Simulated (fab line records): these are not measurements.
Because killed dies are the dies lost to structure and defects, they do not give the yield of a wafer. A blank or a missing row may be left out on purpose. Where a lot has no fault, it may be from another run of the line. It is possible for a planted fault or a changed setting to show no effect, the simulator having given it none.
The tool behind it: which one? / flow sky130 / 6 lots, 18 wafers sampled, at 2 steps of a route of 708

WHAT THE GAUGES SHOWED, per wafer
SKY_VIA3_BOW_MEAS_03.
lot=L185; measured=day 38 22:01; on=film metro-03; VIA3_BOW (um)=87 81 78
lot=L187; measured=day 39 10:45; on=film metro-04; VIA3_BOW (um)=84 75 74
lot=L189; measured=day 41 05:48; on=film metro-03; VIA3_BOW (um)=84 72 73
lot=L195; measured=day 42 06:23; on=film metro-03; VIA3_BOW (um)=78 90 85
lot=L203; measured=day 44 19:20; on=film metro-02; VIA3_BOW (um)=78 78 65
lot=L205; measured=day 45 07:34; on=film metro-04; VIA3_BOW (um)=80 72 80

TOOL THAT RAN EACH LOT (tool first, then ch and the chambers of the sampled wafers, then the start)
lot=L185; SKY_VIA2_ETCH_14=rie diel-03 ch 0,2,3, day 36 15:10
lot=L187; SKY_VIA2_ETCH_14=rie diel-01 ch 1,2,3, day 37 05:11
lot=L189; SKY_VIA2_ETCH_14=rie diel-03 ch 0,1,3, day 39 00:22
lot=L195; SKY_VIA2_ETCH_14=rie diel-01 ch 1,3, day 39 22:16
lot=L203; SKY_VIA2_ETCH_14=rie diel-04 ch 1,3, day 42 19:41
lot=L205; SKY_VIA2_ETCH_14=rie diel-03 ch 1,2,3, day 43 06:52
- SKY_VIA2_ETCH_14: etches BARC in N2/H2, stops on SiO2, time 45.9 s, target depth 60 nm.

THE ANSWER, worked out from the rows above alone
Rule: what is usual is taken from the lots themselves. The widest of any qualifying gaps counts: lots, ordered by their means at a reading, are off when they make up no more than a third of the lots, leave a main group of 4 or more, and stand apart from it by 3 or more times the standard deviation of that group's means. Not used: any main group whose means are identical at the precision the tables above print for the reading. Also off: a lot with no number at a reading for which 4 or more lots have one. Where the step has rows for the other lots, those lots are counted as sound.
Across all readings shown, no lot is off: no conclusion can be drawn from this.

WHAT THE SIMULATOR HAD INSERTED
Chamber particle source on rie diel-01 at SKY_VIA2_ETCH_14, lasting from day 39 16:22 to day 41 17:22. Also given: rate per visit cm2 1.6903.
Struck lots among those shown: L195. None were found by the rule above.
